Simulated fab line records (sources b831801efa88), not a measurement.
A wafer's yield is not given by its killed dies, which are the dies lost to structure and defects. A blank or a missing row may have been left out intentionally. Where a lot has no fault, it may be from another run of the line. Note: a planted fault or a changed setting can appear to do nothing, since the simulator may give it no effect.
A lot that was struck, set against a sound lot -- flow sky130 -- 26 steps out of a route of 708
Sound: these wafers, L525.2, L525.4, L525.5. Struck: wafers L535.3, L535.5, L535.6. At the end, the cause is stated.
Per side, at each step with rows, come the tool, then ch with its chambers, and then its first start. Under that, the readings that differ: sound wafers -- struck wafers -- difference of the means -- sigmas: that difference in standard deviations of wafers without a fault.
alike: readings with means less than 2 such deviations apart, plus words and numbers identical on both sides. not compared: withheld readings, readings lacking a value on some wafer, bounds such as >300 that could conceal the same value, and numbers that have no deviation in the record and whose values overlap.
A row with sigmas, a row that says differs or no value, or rows on one side alone: a step with any of these is where the two part. Numbers that have no deviation but don't overlap get no sigmas and don't part them. Lack of a reading on every wafer of one side parts them only where that side has two or more wafers.

SKY_LDD_N_STRIP_16: strips in O2/N2.
  sound on plasma asher-04 ch 0,1, day 19 05:26; struck on plasma asher-04 ch 0,1, day 22 10:28
reading,sound,struck,difference,sigmas
strip time to endpoint s (s),4.305 4.307 4.300,4.342 4.340 4.335,+0.035,+2
  alike: chamber pressure mTorr, drypump motor current A, oes product au
  not compared: rf hours counter h
SKY_LDD_N_TW_MEAS_17:
  sound: film metro-03 at day 19 05:32; struck: film metro-04 at day 22 10:32
  alike: LDD_N_TW
then, 7 steps without rows for these wafers: SKY_LDD_P_DEHYDRATE_00 (time 60 s); SKY_LDD_P_HMDS_01 (prime time 60 s); SKY_LDD_P_COAT_02 (resist thk 1140 nm); SKY_LDD_P_SOFTBAKE_03 (time 60 s); SKY_LDD_P_EXPOSE_04 (exposes mask PSDM, target cd 380 nm); SKY_LDD_P_PEB_05; SKY_LDD_P_DEVELOP_06 (develop time 60 s).
SKY_LDD_P_CD_MEAS_07 targets a cd of 380 nm.
  sound: cd sem-02 at day 20 12:16; struck: cd sem-02 at day 23 16:35
  alike: cd nm
SKY_LDD_P_OVL_MEAS_08:
  sound: overlay-01 at day 20 12:22; struck: overlay-01 at day 23 16:41
reading,sound,struck,difference,sigmas
LDD_P_OVL (nm),3.2 3.0 -0.1,-2.6 -0.9 -0.1,-3.2,-2
next, for these wafers, 1 step has no rows: SKY_LDD_P_IMPLANT_09.
SKY_LDD_P_STRIP_10: strips in O2/N2.
  sound on plasma asher-04 ch 0,1, day 20 12:32; struck on plasma asher-03 ch 0,1, day 23 16:53
reading,sound,struck,difference,sigmas
oes product au (a.u.),0.716 0.712 0.720,0.951 0.953 0.951,+0.236,+57
strip time to endpoint s (s),14.24 14.24 14.25,- - -,no value on the struck wafers,
model.NOVOLAK_of_LDD_P_COAT_02.thk nm (nm),0 0 0,122 121.7 121.9,+122,
  alike: chamber pressure mTorr, drypump motor current A
  not compared: rf hours counter h
SKY_LDD_P_TW_MEAS_11:
  sound: film metro-02 at day 20 12:39; struck: film metro-02 at day 23 16:58
  alike: LDD_P_TW
then, 7 steps without rows for these wafers: SKY_LDD_HVN_DEHYDRATE_00 (time 60 s); SKY_LDD_HVN_HMDS_01 (prime time 60 s); SKY_LDD_HVN_COAT_02 (resist thk 300 nm); SKY_LDD_HVN_SOFTBAKE_03 (time 60 s); SKY_LDD_HVN_EXPOSE_04 (exposes mask HVNTM, target cd 700 nm); SKY_LDD_HVN_PEB_05; SKY_LDD_HVN_DEVELOP_06 (develop time 60 s).
SKY_LDD_HVN_OVL_MEAS_07:
  sound: overlay-02 at day 21 19:37; struck: overlay-02 at day 24 22:46
  alike: LDD_HVN_OVL
next, for these wafers, 1 step has no rows: SKY_LDD_HVN_IMPLANT_08.
SKY_LDD_HVN_STRIP_09: strips in O2/N2.
  sound on plasma asher-02 ch 0,1, day 21 19:48; struck on plasma asher-02 ch 0,1, day 24 22:58
reading,sound,struck,difference,sigmas
oes product au (a.u.),0.409 0.414 0.407,0.487 0.485 0.489,+0.077,+18
strip time to endpoint s (s),4.144 4.158 4.143,6.139 6.124 6.120,+1.979,+99 or more
  alike: chamber pressure mTorr, drypump motor current A
  not compared: rf hours counter h
SKY_LDD_HVN_TW_MEAS_10:
  sound: film metro-04 at day 21 19:55; struck: film metro-04 at day 24 23:03
reading,sound,struck,difference,sigmas
LDD_HVN_TW,1455 1450 1453,843 852 846,-606,-36
then, 1 step without rows for these wafers: SKY_LDD_HVP_DEHYDRATE_00 (time 60 s).

WHERE THEY PART
Last at SKY_LDD_HVN_TW_MEAS_10 as far as this record goes, first at SKY_LDD_N_STRIP_16.

WHY: what the simulator had put in
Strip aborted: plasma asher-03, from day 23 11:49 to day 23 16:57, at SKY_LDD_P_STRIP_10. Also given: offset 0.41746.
